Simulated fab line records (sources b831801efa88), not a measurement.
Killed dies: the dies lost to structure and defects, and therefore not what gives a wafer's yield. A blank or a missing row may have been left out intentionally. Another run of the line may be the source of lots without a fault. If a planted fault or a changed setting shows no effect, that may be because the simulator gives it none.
fab line records ; flow sky130 ; part 1 of 2: steps 1 to 42 of 43
[record] lots = 6; wafers = 18; last_day = 50
route steps=708 shown FIELD_ISO@3 NWELL@32 DNWELL@35 PAD_OPEN@708
lots that met no fault: from a run of the same line without faults
start_h: start of the lot's first displayed wafer, in hours after the record's first day ; wait_h: time in hours since the lot's previous step ; " the same as in the row above ; L1.1+2: several wafers, shown together as one row ; - no value present, or no start provided ; * or withheld: withheld ; < > ~ a bound
route shown NAME@n: names a module that has steps shown in the file, with the first one's number in the route ; usual: mean and standard deviation over wafers with no fault ; same: alike in all rows ; chamber/n: place in a boat ; sites: per-site readings ; _std_site: the standard deviation of these ; _edge_site: mean of outer sites minus mean of inner sites ; radius_mm: for every site, how far away it sits from the centre of the wafer ; mask NAME#n: copy n ; behind: the last tool/chamber to shape the wafer ; hold: what put the lot on hold/how long, in hours/how the hold closed ; device: transistor that didn't switch, given as n, p or np ; end of line: tests of these same wafers at the route's end ; a step with no rows: only its recipe ; killed: not the wafer's yield, but the dies lost to structure and defects at the first sort ; map: per-die view of a wafer (x killed, . not killed, _ where there is no die)
set.NAME: the run value of the setting; set.NAME@STEP: its run value at that earlier step ; model.NAME: the simulator's own value behind a step, which no gauge read
lots at some steps of the route; a table a step, a row a wafer
services: the hour from which a tool's chamber was out of use, counted from the record's first day as start_h (under 0 if before that day), plus the number of hours and why
[[steps]]
[step SKY_FIELD_ISO_THK_MEAS_02]
[recipe] reads = SiO2_of_FIELD_ISO_OXIDATION_01
[usual] FIELD_ISO_OXIDATION_00_THK = 11.96/0.2
lot.wafer;tool;chamber;start_h;wait_h;FIELD_ISO_OXIDATION_00_THK[nm]
L485.3;film_metro-04;-;44.37;0.0;11.93
L485.4;film_metro-04;-;44.37;0.0;11.73
L485.6;film_metro-04;-;44.37;0.0;11.75
L487.1;film_metro-03;-;58.21;0.0;11.85
L487.4;film_metro-03;-;58.21;0.0;12.19
L487.5;film_metro-03;-;58.21;0.0;12.14
L491.2;film_metro-03;-;74.09;0.0;11.89
L491.3;film_metro-03;-;74.09;0.0;11.99
L491.5;film_metro-03;-;74.09;0.0;12.16
L494.1;film_metro-01;-;86.63;0.0;12.20
L494.4;film_metro-01;-;86.63;0.0;12.01
L494.6;film_metro-01;-;86.63;0.0;12.04
L496.3;film_metro-01;-;96.65;0.0;12.01
L496.5;film_metro-01;-;96.65;0.0;12.01
L496.6;film_metro-01;-;96.65;0.0;11.72
L501.1;film_metro-03;-;122.85;0.0;12.25
L501.3;film_metro-03;-;122.85;0.0;12.06
L501.4;film_metro-03;-;122.85;0.0;12.07
[step SKY_FIELD_ISO_CVD_03]
[recipe] material = Si3N4; precursor = DCS/NH3; target_thk_nm = 165; temp_c = 770; time_s = 2830; pressure_mtorr = 250
[step SKY_FIELD_ISO_THK_MEAS_04]
[recipe] reads = Si3N4_of_FIELD_ISO_CVD_03
[usual] FIELD_ISO_CVD_03_THK = 164.7/1.7
lot.wafer;tool;chamber;start_h;wait_h;FIELD_ISO_CVD_03_THK[nm]
L485.3;film_metro-03;-;47.63;0.0;163.4
L485.4;film_metro-03;-;47.63;0.0;164.0
L485.6;film_metro-03;-;47.63;0.0;164.7
L487.1;film_metro-03;-;60.12;0.1;163.7
L487.4;film_metro-03;-;60.12;0.1;164.1
L487.5;film_metro-03;-;60.12;0.1;163.7
L491.2;film_metro-01;-;76.52;0.0;163.5
L491.3;film_metro-01;-;76.52;0.0;163.0
L491.5;film_metro-01;-;76.52;0.0;163.7
L494.1;film_metro-01;-;90.10;0.0;162.0
L494.4;film_metro-01;-;90.10;0.0;162.4
L494.6;film_metro-01;-;90.10;0.0;162.7
L496.3;film_metro-03;-;98.50;0.0;166.7
L496.5;film_metro-03;-;98.50;0.0;166.0
L496.6;film_metro-03;-;98.50;0.0;165.9
L501.1;film_metro-01;-;125.48;0.0;165.9
L501.3;film_metro-01;-;125.48;0.0;166.2
L501.4;film_metro-01;-;125.48;0.0;165.5
[step SKY_FIELD_ISO_DEHYDRATE_05]
[recipe] temp_c = 200; time_s = 60
[step SKY_FIELD_ISO_HMDS_06]
[recipe] prime_time_s = 60; prime_temp_c = 120
[step SKY_FIELD_ISO_COAT_07]
[recipe] resist = BARC; temp_c = withheld; time_s = withheld; spin_rpm = 3000; resist_thk_nm = 60
[step SKY_FIELD_ISO_COAT_08]
[recipe] resist = KrF-thick; spin_rpm = 3000; resist_thk_nm = 450
[step SKY_FIELD_ISO_SOFTBAKE_09]
[recipe] temp_c = 100; time_s = 90; resist = KrF-thick
[step SKY_FIELD_ISO_EXPOSE_10]
[recipe] mask_id = FOM; na = 0.68; source_shape = annular; sigma_inner = 0.4; sigma_outer = 0.8; target_cd_nm = 150; dose_mj = 28
[step SKY_FIELD_ISO_PEB_11]
[recipe] peb_temp_c = withheld; peb_time_s = withheld; resist = KrF-thick
[step SKY_FIELD_ISO_DEVELOP_12]
[recipe] develop_time_s = 60; resist = KrF-thick; dev_temp_c = 21
[step SKY_FIELD_ISO_CD_MEAS_13]
[recipe] target_cd_nm = 150
[usual] cd_nm = 150.2/1.2
lot.wafer;tool;chamber;start_h;wait_h;cd_nm
L485.3;cd_sem-01;-;62.60;-;150.2
L485.4;cd_sem-01;-;62.60;-;150.6
L485.6;cd_sem-01;-;62.60;-;150.6
L487.1;cd_sem-02;-;75.26;-;151.2
L487.4;cd_sem-02;-;75.26;-;149.5
L487.5;cd_sem-02;-;75.26;-;151.3
L491.2;cd_sem-01;-;94.04;-;147.9
L491.3;cd_sem-01;-;94.04;-;149.5
L491.5;cd_sem-01;-;94.04;-;149.7
L494.1;cd_sem-01;-;107.57;-;148.8
L494.4;cd_sem-01;-;107.57;-;147.7
L494.6;cd_sem-01;-;107.57;-;149.2
L496.3;cd_sem-02;-;116.04;-;150.7
L496.5;cd_sem-02;-;116.04;-;150.4
L496.6;cd_sem-02;-;116.04;-;151.6
L501.1;cd_sem-01;-;144.62;-;148.3
L501.3;cd_sem-01;-;144.62;-;149.3
L501.4;cd_sem-01;-;144.62;-;149.2
[step SKY_FIELD_ISO_ETCH_14]
[recipe] chemistry = N2/H2; target = BARC; ion_energy_ev = 200; source_w = 500; bias_w = 100; pressure_mtorr = 30; n2_flow_sccm = 100; h2_flow_sccm = 200; stop_on = SiO2; time_s = 45.9; target_depth_a = 600
[usual] drypump_motor_current_A = 6.0/0.38; n2_flow_sccm = 100.0/0.32; oes_product_au = 0.855/0.005; throttle_valve_pct = 13.225/0.0093
[same] time_s = 45.9
lot.wafer;tool;chamber;start_h;wait_h;drypump_motor_current_A;n2_flow_sccm;oes_product_au;rf_hours_counter_h;throttle_valve_pct
L485.3;rie_diel-03;0;62.68;0.1;6.2;100.4;0.851;107;13.235
L485.4;rie_diel-03;2;62.68;0.1;5.5;100.3;0.858;149;13.237
L485.6;rie_diel-03;1;62.68;0.1;6.0;100.0;0.857;-;13.214
L487.1;rie_diel-02;0;75.38;0.1;5.6;100.1;0.864;80;13.224
L487.4;rie_diel-02;2;75.38;0.1;5.1;99.9;0.851;97;13.215
L487.5;rie_diel-02;3;75.38;0.1;6.4;100.4;0.853;-;13.231
L491.2;rie_diel-03;2;94.14;0.1;5.5;100.0;0.849;149;13.225
L491.3;rie_diel-03;1;94.14;0.1;6.0;100.1;0.855;118;13.242
L491.5;rie_diel-03;0;94.14;0.1;6.2;99.7;0.846;-;13.226
L494.1;rie_diel-03;1;107.69;0.1;6.0;100.6;0.851;118;13.229
L494.4;rie_diel-03;0;107.69;0.1;6.2;99.8;0.848;108;13.237
L494.6;rie_diel-03;0;107.69;0.1;6.2;100.1;0.856;-;13.222
L496.3;rie_diel-04;3;116.12;0.1;6.3;100.0;0.852;89;13.243
L496.5;rie_diel-04;3;116.12;0.1;6.3;100.1;0.858;-;13.225
L496.6;rie_diel-04;0;116.12;0.1;6.3;99.8;0.865;-;13.223
L501.1;rie_diel-04;1;144.74;0.1;5.5;99.9;0.851;59;13.225
L501.3;rie_diel-04;3;144.74;0.1;6.4;100.1;0.856;90;13.217
L501.4;rie_diel-04;2;144.74;0.1;5.5;99.8;0.852;1;13.228
[step SKY_FIELD_ISO_ETCH_15]
[recipe] chemistry = CHF3/O2; target_depth_nm = 180; stop_on = Si; source_w = 600; bias_w = 200; pressure_mtorr = 40; chf3_flow_sccm = 50; O2_flow_sccm = 5; time_s = 72
[usual] drypump_motor_current_A = 6.0/0.38; oes_product_au = 0.945/0.0072; throttle_valve_pct = 8.843/0.0089
[same] time_s = 72
lot.wafer;tool;chamber;start_h;wait_h;drypump_motor_current_A;oes_product_au;rf_hours_counter_h;throttle_valve_pct
L485.3;rie_diel-03;0;62.73;0.0;6.2;0.938;107;8.843
L485.4;rie_diel-03;2;62.73;0.0;5.5;0.936;149;8.845
L485.6;rie_diel-03;1;62.73;0.0;6.0;0.944;-;8.860
L487.1;rie_diel-02;0;75.43;0.0;5.5;0.943;80;8.846
L487.4;rie_diel-02;2;75.43;0.0;5.0;0.949;97;8.832
L487.5;rie_diel-02;3;75.43;0.0;6.4;0.942;-;8.836
L491.2;rie_diel-03;2;94.18;0.0;5.5;0.936;149;8.838
L491.3;rie_diel-03;1;94.18;0.0;6.0;0.940;118;8.846
L491.5;rie_diel-03;0;94.18;0.0;6.2;0.946;-;8.842
L494.1;rie_diel-03;1;107.73;0.0;6.0;0.935;118;8.831
L494.4;rie_diel-03;0;107.73;0.0;6.2;0.936;108;8.840
L494.6;rie_diel-03;0;107.73;0.0;6.2;0.942;-;8.829
L496.3;rie_diel-04;3;116.16;0.0;6.3;0.950;89;8.841
L496.5;rie_diel-04;3;116.16;0.0;6.3;0.957;-;8.872
L496.6;rie_diel-04;0;116.16;0.0;6.2;0.949;-;8.860
L501.1;rie_diel-04;1;144.78;0.0;5.5;0.940;59;8.835
L501.3;rie_diel-04;3;144.78;0.0;6.3;0.947;90;8.848
L501.4;rie_diel-04;2;144.78;0.0;5.5;0.946;1;8.841
[step SKY_FIELD_ISO_STRIP_16]
[recipe] chemistry = O2/N2; power_w = 1400; pressure_mtorr = 1500; platen_temp_c = withheld; o2_flow_sccm = 3000; n2_flow_sccm = 300; overash_fraction = 0.5
[usual] drypump_motor_current_A = 5.9/0.47; n2_flow_sccm = 299.9/0.94; o2_flow_sccm = 3000/8.7; oes_product_au = 0.380/0.0047; strip_time_to_endpoint_s = 3.57/0.038
lot.wafer;tool;chamber;start_h;wait_h;drypump_motor_current_A;n2_flow_sccm;o2_flow_sccm;oes_product_au;rf_hours_counter_h;strip_time_to_endpoint_s
L485.3;plasma_asher-04;0;62.82;0.1;5.2;298.6;2981;0.383;-;3.56
L485.4;plasma_asher-04;1;62.82;0.1;5.9;300.9;2993;0.377;-;3.57
L485.6;plasma_asher-04;0;62.82;0.1;5.2;299.5;2993;0.380;-;3.58
L487.1;plasma_asher-01;0;75.48;0.0;5.8;301.0;3001;0.382;26;3.59
L487.4;plasma_asher-01;1;75.48;0.0;6.7;299.3;2986;0.376;-;3.55
L487.5;plasma_asher-01;1;75.48;0.0;6.7;298.5;3001;0.382;-;3.52
L491.2;plasma_asher-01;1;94.23;0.0;6.7;299.7;2988;0.379;28;3.63
L491.3;plasma_asher-01;0;94.23;0.0;5.8;300.6;3000;0.381;-;3.56
L491.5;plasma_asher-01;1;94.23;0.0;6.7;299.3;2983;0.379;-;3.57
L494.1;plasma_asher-02;0;107.78;0.0;5.9;299.8;3008;0.378;43;3.56
L494.4;plasma_asher-02;1;107.78;0.0;5.7;300.1;3010;0.381;-;3.58
L494.6;plasma_asher-02;1;107.78;0.0;5.7;299.2;3023;0.382;-;3.59
L496.3;plasma_asher-04;1;116.25;0.1;5.9;300.2;3010;0.384;-;3.62
L496.5;plasma_asher-04;0;116.25;0.1;5.2;301.2;2991;0.382;-;3.60
L496.6;plasma_asher-04;1;116.25;0.1;5.9;299.3;3001;0.387;-;3.59
L501.1;plasma_asher-02;0;144.84;0.0;5.9;299.2;2995;0.378;3;3.63
L501.3;plasma_asher-02;0;144.84;0.0;6.0;299.8;2998;0.377;-;3.57
L501.4;plasma_asher-02;1;144.84;0.0;5.7;300.5;2992;0.384;-;3.61
[step SKY_FIELD_ISO_ETCH_17]
[recipe] target_depth_a = 3420; mask_material = Si3N4; chemistry = HBr/Cl2/O2; target = Si; taper_deg = 5; icp_w = 600; bias_w = 150; pressure_mtorr = 15; HBr_flow_sccm = 150; Cl2_flow_sccm = 40; O2_flow_sccm = 6; time_s = 97.7
[usual] drypump_motor_current_A = 5.6/0.43; oes_product_au = 1.000/0.011; throttle_valve_pct = 25.656/0.013
[same] time_s = 97.7
lot.wafer;tool;chamber;start_h;wait_h;drypump_motor_current_A;oes_product_au;rf_hours_counter_h;throttle_valve_pct
L485.3;rie_si-02;1;62.88;0.0;5.5;0.999;22;25.647
L485.4;rie_si-02;3;62.88;0.0;5.0;0.998;36;25.651
L485.6;rie_si-02;1;62.88;0.0;5.5;1.002;-;25.650
L487.1;rie_si-02;0;75.58;0.1;6.1;0.978;1;25.673
L487.4;rie_si-02;0;75.58;0.1;6.1;0.981;-;25.671
L487.5;rie_si-02;3;75.58;0.1;5.0;1.001;-;25.652
L491.2;rie_si-01;2;94.33;0.1;5.7;0.997;26;25.654
L491.3;rie_si-01;3;94.33;0.1;5.9;0.991;0;25.668
L491.5;rie_si-01;0;94.33;0.1;6.2;1.016;-;25.654
L494.1;rie_si-01;1;107.88;0.1;4.9;1.009;0;25.644
L494.4;rie_si-01;3;107.88;0.1;5.8;1.005;1;25.654
L494.6;rie_si-01;1;107.88;0.1;4.9;1.011;-;25.651
L496.3;rie_si-02;2;116.31;0.0;5.3;0.996;118;25.683
L496.5;rie_si-02;2;116.31;0.0;5.3;1.000;-;25.658
L496.6;rie_si-02;3;116.31;0.0;5.0;1.008;-;25.662
L501.1;rie_si-01;0;144.94;0.1;6.2;1.021;46;25.640
L501.3;rie_si-01;1;144.94;0.1;4.9;1.001;1;25.654
L501.4;rie_si-01;3;144.94;0.1;5.8;1.015;1;25.646
[step SKY_FIELD_ISO_WET_ETCH_18]
[recipe] chemistry = H3PO4; target_depth_nm = 25; temp_c = 160; target = Si3N4; time_s = 286
[step SKY_FIELD_ISO_CLEAN_19]
[recipe] chemistry = SC1/SC2; mix = 1:4:20; temp_c = 70; time_s = 150
[step SKY_FIELD_ISO_CLEAN_20]
[recipe] chemistry = dHF; time_s = 20; dilution = 100:1
[step SKY_FIELD_ISO_WET_ETCH_21]
[recipe] chemistry = dHF; dilution = 100:1; target_depth_nm = 20; dry = ipa_marangoni; target = SiO2; temp_c = 25; time_s = 400
[step SKY_FIELD_ISO_OXIDATION_22]
[recipe] temp_c = 950; ambient = O2; stabilise_s = 600; purge_s = 300; target_thk_a = 100; ox_time_s = 623
[step SKY_FIELD_ISO_THK_MEAS_23]
[recipe] reads = SiO2_of_FIELD_ISO_OXIDATION_22
[usual] FIELD_ISO_OXIDATION_01_THK = 10.03/0.18
lot.wafer;tool;chamber;start_h;wait_h;FIELD_ISO_OXIDATION_01_THK[nm]
L485.3;film_metro-01;-;68.86;0.0;9.72
L485.4;film_metro-01;-;68.86;0.0;9.84
L485.6;film_metro-01;-;68.86;0.0;9.69
L487.1;film_metro-03;-;77.13;0.0;10.08
L487.4;film_metro-03;-;77.13;0.0;10.02
L487.5;film_metro-03;-;77.13;0.0;10.07
L491.2;film_metro-01;-;96.03;0.0;9.97
L491.3;film_metro-01;-;96.03;0.0;9.94
L491.5;film_metro-01;-;96.03;0.0;10.11
L494.1;film_metro-01;-;110.56;0.0;10.23
L494.4;film_metro-01;-;110.56;0.0;10.32
L494.6;film_metro-01;-;110.56;0.0;10.17
L496.3;film_metro-03;-;118.79;0.0;10.04
L496.5;film_metro-03;-;118.79;0.0;10.09
L496.6;film_metro-03;-;118.79;0.0;10.16
L501.1;film_metro-01;-;148.15;0.0;10.21
L501.3;film_metro-01;-;148.15;0.0;10.10
L501.4;film_metro-01;-;148.15;0.0;10.15
[step SKY_FIELD_ISO_CVD_24]
[recipe] material = SiO2; target_thk_nm = 595; temp_c = 650; sigma_open_frac = 0.3; time_s = 99.2; sih4_flow_sccm = 60; pressure_mtorr = 6
[step SKY_FIELD_ISO_THK_MEAS_25]
[recipe] reads = SiO2_of_FIELD_ISO_CVD_24
[usual] FIELD_ISO_CVD_24_THK = 595/7.2
lot.wafer;tool;chamber;start_h;wait_h;FIELD_ISO_CVD_24_THK[nm]
L485.3;film_metro-03;-;69.00;0.1;601
L485.4;film_metro-03;-;69.00;0.1;592
L485.6;film_metro-03;-;69.00;0.1;594
L487.1;film_metro-01;-;77.27;0.0;603
L487.4;film_metro-01;-;77.27;0.0;604
L487.5;film_metro-01;-;77.27;0.0;599
L491.2;film_metro-03;-;96.16;0.0;595
L491.3;film_metro-03;-;96.16;0.0;601
L491.5;film_metro-03;-;96.16;0.0;595
L494.1;film_metro-03;-;110.69;0.0;601
L494.4;film_metro-03;-;110.69;0.0;593
L494.6;film_metro-03;-;110.69;0.0;594
L496.3;film_metro-01;-;118.92;0.1;585
L496.5;film_metro-01;-;118.92;0.1;581
L496.6;film_metro-01;-;118.92;0.1;583
L501.1;film_metro-01;-;148.32;0.1;596
L501.3;film_metro-01;-;148.32;0.1;595
L501.4;film_metro-01;-;148.32;0.1;592
[step SKY_FIELD_ISO_ANNEAL_26]
[recipe] temp_c = 1000; time_s = 1800; ambient = N2
[step SKY_FIELD_ISO_CMP_27]
[recipe] stop_on = Si3N4; t_overpolish_s = 16; down_force_psi = 4; platen_rpm = 60; target_thk_nm = 457.8; pad_velocity_m_s = 0.94248
[usual] motor_current_A = 12.0/0.91; overpolish_run_s = 16.001/0.0097; platen_rpm = 60.01/0.038; time_to_endpoint_s = 115/4.1
lot.wafer;tool;chamber;start_h;wait_h;motor_current_A;overpolish_run_s;platen_rpm;time_to_endpoint_s
L485.4;cmp-02;0;71.64;0.1;12.5;15.994;59.97;113
L485.3;cmp-02;2;71.64;0.1;13.1;15.990;60.07;116
L485.6;cmp-02;3;71.64;0.1;12.8;15.992;59.97;109
L487.4;cmp-01;1;78.93;0.1;13.6;15.996;59.97;105
L487.1;cmp-01;2;78.93;0.1;10.6;16.020;60.02;117
L487.5;cmp-01;3;78.93;0.1;12.5;16.012;60.01;111
L491.3;cmp-01;2;98.97;0.1;10.7;16.011;60.03;120
L491.2;cmp-01;3;98.97;0.1;12.6;16.008;60.06;116
L491.5;cmp-01;0;98.97;0.1;11.5;15.994;60.01;120
L494.4;cmp-02;0;112.59;0.0;12.2;16.018;60.02;120
L494.1;cmp-02;2;112.59;0.0;13.2;15.993;59.97;120
L494.6;cmp-02;1;112.59;0.0;11.5;15.999;60.07;122
L496.3;cmp-01;2;121.76;0.1;11.0;15.999;60.05;115
L496.6;cmp-01;0;121.76;0.1;11.3;15.994;60.01;116
L496.5;cmp-01;1;121.76;0.1;13.4;16.004;59.99;111
L501.4;cmp-01;2;152.08;0.0;11.0;16.009;59.97;116
L501.3;cmp-01;3;152.08;0.0;13.0;15.989;59.97;113
L501.1;cmp-01;0;152.08;0.0;10.7;16.006;60.02;117
[step SKY_FIELD_ISO_WET_ETCH_28]
[recipe] chemistry = dHF; target_depth_nm = 23.7; target = SiO2; dilution = 10:1; temp_c = 25; time_s = 47
[step SKY_FIELD_ISO_WET_ETCH_29]
[recipe] chemistry = H3PO4; target_depth_nm = 160; target = Si3N4; temp_c = 160; time_s = 1825
[step SKY_FIELD_ISO_WET_ETCH_30]
[recipe] chemistry = dHF; target_depth_nm = 25; target = SiO2; dilution = 10:1; temp_c = 25; time_s = 50
[step SKY_NWELL_CLEAN_00]
[recipe] chemistry = SC1/SC2; mix = 1:4:20; temp_c = 70; time_s = 150; dry = n2_spin
[step SKY_NWELL_OXIDATION_01]
[recipe] temp_c = 900; ambient = O2; stabilise_s = 600; purge_s = 300; target_thk_a = 100; ox_time_s = 1418
[step SKY_NWELL_THK_MEAS_02]
[recipe] reads = SiO2_of_NWELL_OXIDATION_01
[usual] NWELL_OXIDATION_THK = 9.99/0.18
lot.wafer;tool;chamber;start_h;wait_h;NWELL_OXIDATION_THK[nm]
L485.3;film_metro-03;-;74.26;0.0;9.92
L485.4;film_metro-03;-;74.26;0.0;10.00
L485.6;film_metro-03;-;74.26;0.0;9.92
L487.1;film_metro-03;-;81.14;0.0;10.04
L487.4;film_metro-03;-;81.14;0.0;10.19
L487.5;film_metro-03;-;81.14;0.0;10.21
L491.2;film_metro-03;-;101.18;0.0;9.83
L491.3;film_metro-03;-;101.18;0.0;9.80
L491.5;film_metro-03;-;101.18;0.0;9.73
L494.1;film_metro-03;-;115.52;0.0;9.66
L494.4;film_metro-03;-;115.52;0.0;9.80
L494.6;film_metro-03;-;115.52;0.0;9.84
L496.3;film_metro-03;-;124.24;0.0;9.77
L496.5;film_metro-03;-;124.24;0.0;9.73
L496.6;film_metro-03;-;124.24;0.0;9.89
L501.1;film_metro-02;-;160.77;0.0;10.20
L501.3;film_metro-02;-;160.77;0.0;10.19
L501.4;film_metro-02;-;160.77;0.0;10.21
[step SKY_DNWELL_DEHYDRATE_00]
[recipe] temp_c = 200; time_s = 60
[step SKY_DNWELL_HMDS_01]
[recipe] prime_time_s = 60; prime_temp_c = 120
[step SKY_DNWELL_COAT_02]
[recipe] spin_rpm = 2000; resist_thk_nm = 3000
[step SKY_DNWELL_SOFTBAKE_03]
[recipe] temp_c = 110; time_s = withheld
[step SKY_DNWELL_EXPOSE_04]
[recipe] mask_id = DNM; na = 0.57; target_cd_nm = 3000; dose_mj = 222
[step SKY_DNWELL_PEB_05]
[recipe] temp_c = 115; time_s = withheld
[step SKY_DNWELL_DEVELOP_06]
[recipe] wall_angle_deg = 90; developer = TMAH; develop_time_s = 60; dev_temp_c = 23
[step SKY_DNWELL_IMPLANT_07]
[recipe] species = P; energy_kev = withheld; dose_cm2 = withheld; tilt_deg = withheld
[step SKY_DNWELL_STRIP_08]
[recipe] chemistry = O2/N2; power_w = 1400; pressure_mtorr = 1500; platen_temp_c = withheld; o2_flow_sccm = 3000; n2_flow_sccm = 300; overash_fraction = 0.5
[usual] drypump_motor_current_A = 5.9/0.46; n2_flow_sccm = 299.8/0.89; o2_flow_sccm = 3000/8.8; oes_product_au = 0.723/0.0045; strip_time_to_endpoint_s = 36.91/0.1
lot.wafer;tool;chamber;start_h;wait_h;drypump_motor_current_A;n2_flow_sccm;o2_flow_sccm;oes_product_au;rf_hours_counter_h;strip_time_to_endpoint_s
L485.3;plasma_asher-02;1;90.85;0.1;5.7;298.2;2992;0.727;-;37.05
L485.4;plasma_asher-02;0;90.85;0.1;5.9;299.2;3008;0.725;-;37.14
L485.6;plasma_asher-02;1;90.85;0.1;5.7;298.8;3000;0.720;-;37.01
L487.1;plasma_asher-03;0;97.65;0.1;5.2;300.7;2998;0.725;41;36.80
L487.4;plasma_asher-03;1;97.65;0.1;5.3;299.7;3004;0.724;-;36.81
L487.5;plasma_asher-03;1;97.65;0.1;5.3;299.4;2989;0.720;-;36.82
L491.2;plasma_asher-02;0;119.04;0.1;5.9;300.8;3004;0.724;0;36.96
L491.3;plasma_asher-02;1;119.04;0.1;5.7;299.5;2998;0.716;-;36.94
L491.5;plasma_asher-02;0;119.04;0.1;5.9;300.4;2992;0.725;-;36.95
L494.1;plasma_asher-01;1;134.31;0.1;6.7;300.0;3010;0.726;33;36.76
L494.4;plasma_asher-01;0;134.31;0.1;5.8;302.6;2988;0.726;-;36.91
L494.6;plasma_asher-01;0;134.31;0.1;5.8;300.3;2983;0.722;-;36.83
L496.3;plasma_asher-01;1;143.45;0.1;6.7;300.4;3002;0.720;-;36.90
L496.5;plasma_asher-01;0;143.45;0.1;5.8;299.7;3006;0.725;-;36.81
L496.6;plasma_asher-01;1;143.45;0.1;6.7;300.4;3006;0.722;-;36.83
L501.1;plasma_asher-02;0;180.69;0.1;5.9;299.5;3015;0.719;6;36.77
L501.3;plasma_asher-02;1;180.69;0.1;5.7;300.2;3005;0.731;-;36.74
L501.4;plasma_asher-02;0;180.69;0.1;5.9;299.1;3014;0.726;-;36.76
[step SKY_DNWELL_TW_MEAS_09]
[usual] DNWELL_TW = 1124/13
lot.wafer;tool;chamber;start_h;wait_h;DNWELL_TW
L485.3;film_metro-01;-;90.93;0.1;1145
L485.4;film_metro-01;-;90.93;0.1;1138
L485.6;film_metro-01;-;90.93;0.1;1139
L487.1;film_metro-02;-;97.75;0.1;1109
L487.4;film_metro-02;-;97.75;0.1;1118
L487.5;film_metro-02;-;97.75;0.1;1114
L491.2;film_metro-03;-;119.15;0.1;1123
L491.3;film_metro-03;-;119.15;0.1;1121
L491.5;film_metro-03;-;119.15;0.1;1120
L494.1;film_metro-02;-;134.41;0.1;1109
L494.4;film_metro-02;-;134.41;0.1;1112
L494.6;film_metro-02;-;134.41;0.1;1114
L496.3;film_metro-02;-;143.53;0.1;1110
L496.5;film_metro-02;-;143.53;0.1;1108
L496.6;film_metro-02;-;143.53;0.1;1111
L501.1;film_metro-01;-;180.79;0.1;1138
L501.3;film_metro-01;-;180.79;0.1;1139
L501.4;film_metro-01;-;180.79;0.1;1138
